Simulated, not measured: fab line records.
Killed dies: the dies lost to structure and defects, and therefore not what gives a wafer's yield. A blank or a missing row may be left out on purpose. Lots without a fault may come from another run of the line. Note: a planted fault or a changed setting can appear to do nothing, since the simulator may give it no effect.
2 desks, one fault    flow gf180mcu    every desk sees just its own numbers, and what lay behind them comes last

THE METROLOGY DESK
What the gauges read, lot by lot, whatever tool the lot ran on: means of the sampled wafers that have a number. The brackets show how far a lot's mean lies from the usual mean; more than 4 standard deviations puts the lot out of limits, marked OUT.
Columns: A = cd_nm at GF_V3_CD_MEAS_14, usual 260.0 nm
lot   first seen here  A
L710  day 22 07:56     259.2
L711  day 22 14:49     259.8
L713  day 23 05:36     261.3
L714  day 23 19:15     260.0
L715  day 24 09:19     260.1
L716  day 24 16:52     260.3
L718  day 25 10:07     258.7
L724  day 27 02:19     234.8 (-23) OUT
L725  day 27 11:55     233.3 (-24) OUT
L726  day 27 14:35     259.3
L727  day 27 20:27     260.3
L732  day 29 13:36     258.6
L733  day 29 14:07     259.0
This desk's verdict: out of limits on L724, L725, starting with L724 at day 27 02:19 (cd_nm at GF_V3_CD_MEAS_14). L710, L711, L713, L714, L715, L716, L718, L726, L727, L732, L733 stayed within limits.

FOR THE TOOL OWNER'S DESK: krf_scanner-02
The tool's own readings at GF_V3_EXPOSE_11 (exposes mask Via3, target cd 260 nm): means of the sampled wafers that have a number, for each lot that ran on this tool. The brackets show how far a lot's mean lies from the usual mean; more than 4 standard deviations puts the lot out of limits, marked OUT.
Columns: A = exposure_dose_mJ_cm2 at GF_V3_EXPOSE_11, usual 37.95
lot   first seen here  A
L710  day 21 20:07     37.98
L716  day 24 06:22     37.94
L718  day 24 23:28     38.00
L724  day 26 16:26     32.12 (-99 or more) OUT
L725  day 27 01:51     32.12 (-99 or more) OUT
This desk's verdict: out of limits on L724, L725, starting with L724 at day 26 16:26 (exposure_dose_mJ_cm2 at GF_V3_EXPOSE_11). L710, L716, L718 stayed within limits.

PUT TOGETHER
The tool owner's desk could have raised an alarm at day 26 16:26, on L724, L725.
L724, L725 would have let the metrology desk raise an alarm at day 27 02:19.
GF_V3_EXPOSE_11 was run on krf_scanner-02 by each of the lots named.

WHAT THE SIMULATOR HAD PUT IN
Drift in process parameters on krf_scanner-02 at GF_V3_EXPOSE_11, starting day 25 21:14. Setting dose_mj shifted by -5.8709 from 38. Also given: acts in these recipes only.
Struck lots among those shown: L724, L725.
Hours from the fault's start to each desk's first reading out of limits: the tool owner's desk, 19; the metrology desk, 29.
